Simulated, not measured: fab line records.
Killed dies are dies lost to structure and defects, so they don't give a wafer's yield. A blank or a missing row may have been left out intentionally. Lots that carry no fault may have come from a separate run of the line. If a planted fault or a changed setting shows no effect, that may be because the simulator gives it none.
Which tool is to blame? + flow sfq-line + 42 wafers sampled from 14 lots at 1 step of a route of 325

## WHAT THE GAUGES SHOWED, per wafer
The record lacks any reading of a measuring or inspecting step that a usual standard deviation could be used to judge.

## WHAT TOOL EACH LOT RAN ON (gives the tool, then ch and the chambers of the sampled wafers, and finally the start)
| lot  | SFQ_TRILAYER_C5_LITHO_COAT_156    |
|------|-----------------------------------|
| L463 | litho-track-04 ch 0, day 62 08:59 |
| L464 | litho-track-04 ch 0, day 62 13:50 |
| L465 | litho-track-03 ch 0, day 62 14:56 |
| L468 | litho-track-04 ch 0, day 63 09:09 |
| L470 | litho-track-03 ch 0, day 64 06:37 |
| L471 | litho-track-03 ch 0, day 64 07:16 |
| L477 | litho-track-02 ch 0, day 66 18:47 |
| L478 | litho-track-02 ch 0, day 67 00:34 |
| L479 | litho-track-02 ch 0, day 67 04:49 |
| L482 | litho-track-04 ch 0, day 68 09:09 |
| L483 | litho-track-03 ch 0, day 68 19:05 |
| L484 | litho-track-03 ch 0, day 69 01:14 |
| L485 | litho-track-02 ch 0, day 69 04:08 |
| L486 | litho-track-04 ch 0, day 69 10:16 |
- SFQ_TRILAYER_C5_LITHO_COAT_156: resist thk 62 nm.

## AS READ BY THE TOOLS THEMSELVES (means over the sampled wafers that have a number; for cases with no such wafer, the mark the record gives instead)
SFQ_TRILAYER_C5_LITHO_COAT_156.
| lot  | tool           | resist-line-temp-C (C) | spin-speed-rpm (rpm) |
|------|----------------|------------------------|----------------------|
| L463 | litho-track-04 | 23.02                  | 2999.6               |
| L464 | litho-track-04 | 23.01                  | 3001.4               |
| L465 | litho-track-03 | 23.00                  | 2999.6               |
| L468 | litho-track-04 | 23.07                  | 2997.2               |
| L470 | litho-track-03 | 22.95                  | 2954.0               |
| L471 | litho-track-03 | 23.15                  | 2954.0               |
| L477 | litho-track-02 | 22.92                  | 3001.8               |
| L478 | litho-track-02 | 23.03                  | 3001.0               |
| L479 | litho-track-02 | 22.90                  | 2999.3               |
| L482 | litho-track-04 | 22.99                  | 2999.2               |
| L483 | litho-track-03 | 23.05                  | 3000.9               |
| L484 | litho-track-03 | 22.85                  | 2998.3               |
| L485 | litho-track-02 | 23.01                  | 3002.8               |
| L486 | litho-track-04 | 22.95                  | 3000.1               |

## THE ANSWER, worked out from the rows above alone
Rule: what is usual is taken from the lots themselves. The widest of any qualifying gaps counts: lots, ordered by their means at a reading, are off when they make up no more than a third of the lots, leave a main group of 4 or more, and stand apart from it by 3 or more times the standard deviation of that group's means. A main group whose means are all the same, to the digits that the tables above print for the reading, isn't used. Also off: a lot with no number at a reading for which 4 or more lots have one. The other lots that the step has rows for count as sound. The gauges are gone through in route order, then the tools' own readings, and for those a lot's mean is taken as printed above. The first step at which some lot is off is used, and at that step the reading that is off furthest; a lot without a number counts as furthest.
Off: L470, L471, at SFQ_TRILAYER_C5_LITHO_COAT_156 (spin-speed-rpm). Mean 3000.1 rpm and standard deviation 1.5 in the main group.
If a tool, at that step or one of the process steps before it, ran each lot that is off and ran no sound lot following the first of them, it fits. Not one of the candidates tried fits.

## WHAT THE SIMULATOR PUT IN
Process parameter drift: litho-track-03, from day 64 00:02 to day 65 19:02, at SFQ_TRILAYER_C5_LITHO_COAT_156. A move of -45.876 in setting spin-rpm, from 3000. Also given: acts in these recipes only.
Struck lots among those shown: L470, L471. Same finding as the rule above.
